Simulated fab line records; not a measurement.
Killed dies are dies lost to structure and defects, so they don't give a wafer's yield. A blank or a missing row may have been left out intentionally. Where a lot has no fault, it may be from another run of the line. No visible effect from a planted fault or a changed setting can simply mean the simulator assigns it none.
fab line records    flow sfqLine
record: lots: 15  wafers: 45  lastDay: 75
route steps=325 shown I6@273 M7@282
lots with no fault: from the same line, run without faults
startH: hours from the record's first day to the start of the lot's first wafer shown    waitH: how many hours have passed since the lot's step before this one    " identical to the entry in the row above    L1.1+2: a single row standing in for several wafers    - value missing, or start not given    * or withheld: withheld    < > ~ a bound
route shown NAME@n: a module of which the file shows steps, and the number in the route of the first    usual: mean and standard deviation over wafers with no fault    same: alike in all rows    chamber/n: place in a boat    sites: each site's reading    _std_site: standard deviation across them    _edge_site: inner sites' mean taken away from outer sites' mean    radiusMm: for every site, how far away it sits from the centre of the wafer    mask NAME#n: copy n    behind: tool/chamber where the wafer was last shaped    hold: cause of the lot's hold/its duration in hours/its outcome    device: which transistor (n, p or np) failed to switch    end of line: the tests these same wafers got at the end of their route    for a step that has no rows: nothing shown but its recipe    killed: not the wafer's yield, but the dies lost to structure and defects at the first sort    map: shows each die of a wafer: x if killed, . if not, _ if none is there
set.NAME: the setting the step ran with; set.NAME@STEP: the setting that earlier step ran with    model.NAME: the simulator's own value behind a step, which no gauge read
a sample of lots followed through the steps of the route, with each step as a table and each wafer as a row
services: when a tool's chamber went out of use (startH, in hours from the record's first day, below 0 if earlier), for how many hours, and the reason
== steps ==
step: SFQ_TRILAYER_I6_VIA_LITHO_EXPOSE_170
recipe: maskId: I6  na: 0.6  sourceShape: conventional  sigmaOuter: 0.65  targetCdNm: 700  doseMj: 21.3
usual: exposureDoseMJCm2: 21.298/0.02  focusOffsetNm: 0.0/0.48
lot.wafer  tool           chamber  startH   waitH  mask  exposureDoseMJCm2  focusOffsetNm
L555.4     krfScanner-01  0        1402.28  -      I6#0  21.273             -0.2
L555.5     "              0        "        "      I6#0  21.314             -0.3
L555.6     "              0        "        "      I6#0  21.293             -0.9
L559.2     krfScanner-01  0        1441.03  -      I6#0  21.284             -0.1
L559.4     "              0        "        "      I6#0  21.246             0.4
L559.5     "              0        "        "      I6#0  21.284             0.3
L560.2     krfScanner-02  0        1449.21  -      I6#0  21.284             0.0
L560.3     "              0        "        "      I6#0  21.288             -0.6
L560.5     "              0        "        "      I6#0  21.305             0.0
L562.1     krfScanner-01  -        1458.73  -      I6#0  -                  -
L562.2     "              -        "        "      I6#0  -                  -
L562.3     "              -        "        "      I6#0  -                  -
L563.1     krfScanner-01  -        1463.53  -      I6#0  -                  -
L563.3     "              -        "        "      I6#0  -                  -
L563.6     "              -        "        "      I6#0  -                  -
L564.1     krfScanner-02  -        1465.55  -      I6#0  -                  -
L564.5     "              -        "        "      I6#0  -                  -
L564.6     "              -        "        "      I6#0  -                  -
L565.1     krfScanner-02  0        1466.75  -      I6#0  21.312             -1.1
L565.4     "              0        "        "      I6#0  21.286             0.1
L565.5     "              0        "        "      I6#0  21.311             -0.8
L568.2     krfScanner-02  0        1470.55  -      I6#0  21.300             0.1
L568.4     "              0        "        "      I6#0  21.288             -1.2
L568.5     "              0        "        "      I6#0  21.272             0.1
L569.1     krfScanner-02  0        1471.55  -      I6#0  21.330             -0.4
L569.4     "              0        "        "      I6#0  21.332             -0.3
L569.6     "              0        "        "      I6#0  21.328             -0.8
L570.2     krfScanner-02  0        1472.95  -      I6#0  21.297             0.6
L570.5     "              0        "        "      I6#0  21.325             0.0
L570.6     "              0        "        "      I6#0  21.290             0.3
L571.1     krfScanner-02  0        1473.95  -      I6#0  21.302             -0.1
L571.3     "              0        "        "      I6#0  21.300             -0.1
L571.5     "              0        "        "      I6#0  21.303             0.0
L572.2     krfScanner-01  0        1595.57  -      I6#0  21.303             0.5
L572.4     "              0        "        "      I6#0  21.289             0.6
L572.5     "              0        "        "      I6#0  21.295             -0.2
L573.2     krfScanner-01  0        1600.37  -      I6#0  21.311             0.7
L573.3     "              0        "        "      I6#0  21.291             0.5
L573.4     "              0        "        "      I6#0  21.299             0.4
L574.1     krfScanner-01  0        1606.17  -      I6#0  21.291             0.4
L574.3     "              0        "        "      I6#0  21.315             0.4
L574.6     "              0        "        "      I6#0  21.292             -0.3
L577.1     krfScanner-02  0        1656.02  -      I6#0  21.292             0.1
L577.2     "              0        "        "      I6#0  21.305             0.4
L577.3     "              0        "        "      I6#0  21.297             1.2
step: SFQ_TRILAYER_I6_VIA_STRIP_STRIP_173
recipe: gas: O2  powerW: 200  platenTempC: 40  overashFraction: 0.65  chemistry: O2  pressureMtorr: 50
usual: drypumpMotorCurrentA: 5.89/0.25  oesProductAu: 1.000/0.0076
lot.wafer  tool         chamber  startH   waitH  drypumpMotorCurrentA  oesProductAu  rfHoursCounterH
L555.4     rieMetal-04  0        1403.57  -      6.40                  1.004         -
L555.5     "            1        "        "      5.38                  1.018         -
L555.6     "            0        "        "      6.33                  1.016         -
L559.2     rieMetal-01  1        1442.52  -      5.86                  0.993         46
L559.4     "            0        "        "      5.78                  0.979         -
L559.5     "            1        "        "      5.85                  0.983         -
L560.2     rieMetal-01  1        1450.69  -      5.87                  0.994         47
L560.3     "            0        "        "      5.77                  0.993         -
L560.5     "            0        "        "      5.75                  1.002         -
L562.1     rieMetal-03  0        1460.42  -      5.82                  1.005         107
L562.2     "            1        "        "      5.93                  0.994         147
L562.3     "            0        "        "      5.85                  1.004         -
L563.1     rieMetal-04  0        1465.22  -      6.33                  1.015         19
L563.3     "            0        "        "      6.37                  1.009         -
L563.6     "            0        "        "      6.36                  1.009         -
L564.1     rieMetal-03  0        1467.24  -      5.86                  1.008         108
L564.5     "            1        "        "      5.98                  0.996         -
L564.6     "            0        "        "      5.86                  1.000         -
L565.1     rieMetal-01  0        1468.44  -      5.77                  1.000         91
L565.4     "            1        "        "      5.85                  0.997         -
L565.5     "            1        "        "      5.87                  0.995         -
L568.2     rieMetal-01  1        1472.04  -      5.89                  0.999         50
L568.4     "            0        "        "      5.77                  0.992         -
L568.5     "            1        "        "      5.86                  0.998         -
L569.1     rieMetal-03  0        1473.24  -      5.88                  1.006         109
L569.4     "            1        "        "      5.98                  0.984         -
L569.6     "            1        "        "      5.98                  0.996         -
L570.2     rieMetal-01  0        1474.44  -      5.77                  1.001         93
L570.5     "            1        "        "      5.86                  1.003         -
L570.6     "            0        "        "      5.78                  1.011         -
L571.1     rieMetal-01  1        1475.64  -      5.83                  0.991         51
L571.3     "            0        "        "      5.76                  0.999         -
L571.5     "            0        "        "      5.75                  0.999         -
L572.2     rieMetal-04  1        1597.06  -      5.43                  0.997         4
L572.4     "            0        "        "      6.39                  0.992         -
L572.5     "            0        "        "      6.43                  0.991         -
L573.2     rieMetal-03  1        1602.06  -      5.97                  1.013         -
L573.3     "            1        "        "      5.97                  0.999         -
L573.4     "            1        "        "      5.96                  1.006         -
L574.1     rieMetal-03  0        1607.86  -      5.85                  0.990         127
L574.3     "            0        "        "      5.88                  1.008         -
L574.6     "            0        "        "      5.86                  0.996         -
L577.1     rieMetal-03  0        1657.71  -      5.85                  0.995         132
L577.2     "            1        "        "      5.96                  1.014         22
L577.3     "            1        "        "      5.96                  1.002         -
step: SFQ_TRILAYER_M7_DEP_SPUTTER_175
recipe: material: Nb  basePressurePa: 1.33e-06  chamberPressurePa: 0.1333  substrateTempC: 20  targetThkNm: 200  powerW: 2000  timeS: 133.3
usual: throttleValvePct: 29.9/0.62
lot.wafer  tool           chamber  startH   waitH  throttleValvePct
L555.4     pvdSputter-04  -        1404.17  0.0    30.9
L555.5     "              -        "        "      30.7
L555.6     "              -        "        "      29.5
L559.2     pvdSputter-03  -        1443.32  0.0    28.7
L559.4     "              -        "        "      29.5
L559.5     "              -        "        "      30.0
L560.2     pvdSputter-04  -        1451.50  0.0    30.2
L560.3     "              -        "        "      29.9
L560.5     "              -        "        "      30.0
L562.1     pvdSputter-03  -        1461.22  0.0    29.3
L562.2     "              -        "        "      30.0
L562.3     "              -        "        "      30.0
L563.1     pvdSputter-05  -        1466.02  0.0    31.0
L563.3     "              -        "        "      30.0
L563.6     "              -        "        "      30.0
L564.1     pvdSputter-04  -        1468.04  0.0    30.0
L564.5     "              -        "        "      29.6
L564.6     "              -        "        "      29.9
L565.1     pvdSputter-03  -        1469.24  0.0    30.0
L565.4     "              -        "        "      29.2
L565.5     "              -        "        "      29.3
L568.2     pvdSputter-03  -        1472.84  0.0    30.0
L568.4     "              -        "        "      29.8
L568.5     "              -        "        "      29.9
L569.1     pvdSputter-05  -        1474.04  0.0    31.4
L569.4     "              -        "        "      30.7
L569.6     "              -        "        "      31.0
L570.2     pvdSputter-04  -        1475.24  0.0    30.6
L570.5     "              -        "        "      29.7
L570.6     "              -        "        "      30.0
L571.1     pvdSputter-03  -        1476.44  0.0    29.9
L571.3     "              -        "        "      28.6
L571.5     "              -        "        "      29.9
L572.2     pvdSputter-04  -        1597.88  0.0    29.8
L572.4     "              -        "        "      31.0
L572.5     "              -        "        "      30.5
L573.2     pvdSputter-03  -        1603.27  0.0    28.5
L573.3     "              -        "        "      29.3
L573.4     "              -        "        "      29.9
L574.1     pvdSputter-04  -        1608.67  0.0    30.9
L574.3     "              -        "        "      29.7
L574.6     "              -        "        "      30.8
L577.1     pvdSputter-05  -        1658.51  0.0    30.0
L577.2     "              -        "        "      30.8
L577.3     "              -        "        "      29.9
step: SFQ_TRILAYER_M7_ETCH_METAL_ETCH_180
recipe: target: Nb  stopOn: SiO2  maskMaterial: PR  chemistry: Cl2/Ar  targetDepthNm: 240  icpW: 600  biasW: 80  pressureMtorr: 10  timeS: 120
usual: drypumpMotorCurrentA: 5.88/0.29  oesProductAu: 0.895/0.0071
lot.wafer  tool         chamber  startH   waitH  drypumpMotorCurrentA  oesProductAu  rfHoursCounterH
L555.4     rieMetal-01  0        1520.16  0.1    5.77                  0.893         -
L555.5     "            1        "        "      5.84                  0.889         -
L555.6     "            0        "        "      5.76                  0.904         -
L559.2     rieMetal-01  1        1554.92  0.0    5.86                  0.898         61
L559.4     "            0        "        "      5.77                  0.887         -
L559.5     "            0        "        "      5.75                  0.894         -
L560.2     rieMetal-02  1        1560.92  0.0    6.29                  0.887         32
L560.3     "            0        "        "      5.62                  0.898         -
L560.5     "            0        "        "      5.63                  0.894         -
L562.1     rieMetal-01  1        1572.92  0.0    5.85                  0.878         63
L562.2     "            0        "        "      5.75                  0.881         106
L562.3     "            0        "        "      5.77                  0.884         -
L563.1     rieMetal-01  1        1576.82  0.0    5.83                  0.885         63
L563.3     "            1        "        "      5.85                  0.895         -
L563.6     "            1        "        "      5.85                  0.900         -
L564.1     rieMetal-04  1        1580.04  0.0    5.42                  0.900         0
L564.5     "            1        "        "      5.42                  0.897         -
L564.6     "            0        "        "      6.37                  0.893         -
L565.1     rieMetal-02  1        1582.44  0.0    6.26                  0.894         34
L565.4     "            0        "        "      5.63                  0.892         -
L565.5     "            0        "        "      5.61                  0.890         -
L568.2     rieMetal-04  1        1586.17  0.0    5.40                  0.888         1
L568.4     "            1        "        "      5.41                  0.896         -
L568.5     "            1        "        "      5.43                  0.894         -
L569.1     rieMetal-01  1        1587.37  0.0    5.83                  0.887         65
L569.4     "            1        "        "      5.84                  0.884         -
L569.6     "            0        "        "      5.76                  0.886         -
L570.2     rieMetal-04  0        1588.57  0.0    6.38                  0.901         44
L570.5     "            0        "        "      6.36                  0.905         -
L570.6     "            1        "        "      5.47                  0.901         -
L571.1     rieMetal-01  1        1589.77  0.0    5.84                  0.901         65
L571.3     "            1        "        "      5.85                  0.894         -
L571.5     "            1        "        "      5.88                  0.903         -
L572.2     rieMetal-01  0        1600.62  0.0    5.77                  0.905         111
L572.4     "            0        "        "      5.77                  0.902         -
L572.5     "            0        "        "      5.76                  0.897         -
L573.2     rieMetal-01  0        1606.95  0.0    5.75                  0.894         112
L573.3     "            1        "        "      5.88                  0.892         -
L573.4     "            0        "        "      5.76                  0.901         -
L574.1     rieMetal-01  1        1611.28  0.0    5.86                  0.887         69
L574.3     "            1        "        "      5.85                  0.899         -
L574.6     "            1        "        "      5.85                  0.898         -
L577.1     rieMetal-02  0        1718.80  0.0    5.63                  0.900         86
L577.2     "            1        "        "      6.21                  0.884         58
L577.3     "            1        "        "      6.20                  0.894         -
== services ==
tool           chamber  startH   hours  kind
krfScanner-01  -        1388.68  1.0    pm
krfScanner-01  -        1404.08  0.8    pm
krfScanner-02  -        1409.83  1.0    pm
krfScanner-01  -        1443.23  3.6    pm
krfScanner-02  -        1450.21  1.3    pm
krfScanner-01  -        1488.73  1.3    pm
krfScanner-01  -        1513.78  3.1    repair
krfScanner-01  -        1527.73  1.0    pm
rieMetal-01    1        1531.44  5.1    repair
krfScanner-01  -        1544.74  0.8    pm
krfScanner-02  -        1574.92  1.0    pm
krfScanner-02  -        1586.93  0.3    repair
krfScanner-02  -        1592.85  0.8    pm
krfScanner-01  -        1620.57  4.4    pm
krfScanner-02  -        1625.50  4.0    pm
krfScanner-02  -        1629.52  1.3    pm
krfScanner-02  -        1662.09  0.3    repair
krfScanner-01  -        1664.26  1.3    pm
rieMetal-01    -        1665.50  0.8    repair
krfScanner-01  -        1695.62  6.8    repair
krfScanner-01  -        1702.42  1.0    pm
rieMetal-01    -        1705.08  39.8   repair
krfScanner-02  -        1710.33  0.3    repair
krfScanner-01  -        1712.86  0.8    pm
== key ==
firstSign: step: SFQ_TRILAYER_I6_VIA_LITHO_EXPOSE_170  reading: toolRecord  direction: missing
effect none on later readings
metAt SFQ_TRILAYER_I6_VIA_LITHO_EXPOSE_170
struckLots L562,L563,L564
notActingAt SFQ_TRILAYER_I6_VIA_STRIP_STRIP_173,SFQ_TRILAYER_M7_DEP_SPUTTER_175,SFQ_TRILAYER_M7_ETCH_METAL_ETCH_180
onsetBetween 1449.21 1458.73
fault: kind: skippedStepWhole  tool: krfScanner-01,krfScanner-02  chamber: -  onsetH: 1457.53  steps: SFQ_TRILAYER_I6_VIA_LITHO_EXPOSE_170  scope: struckLotsOnly
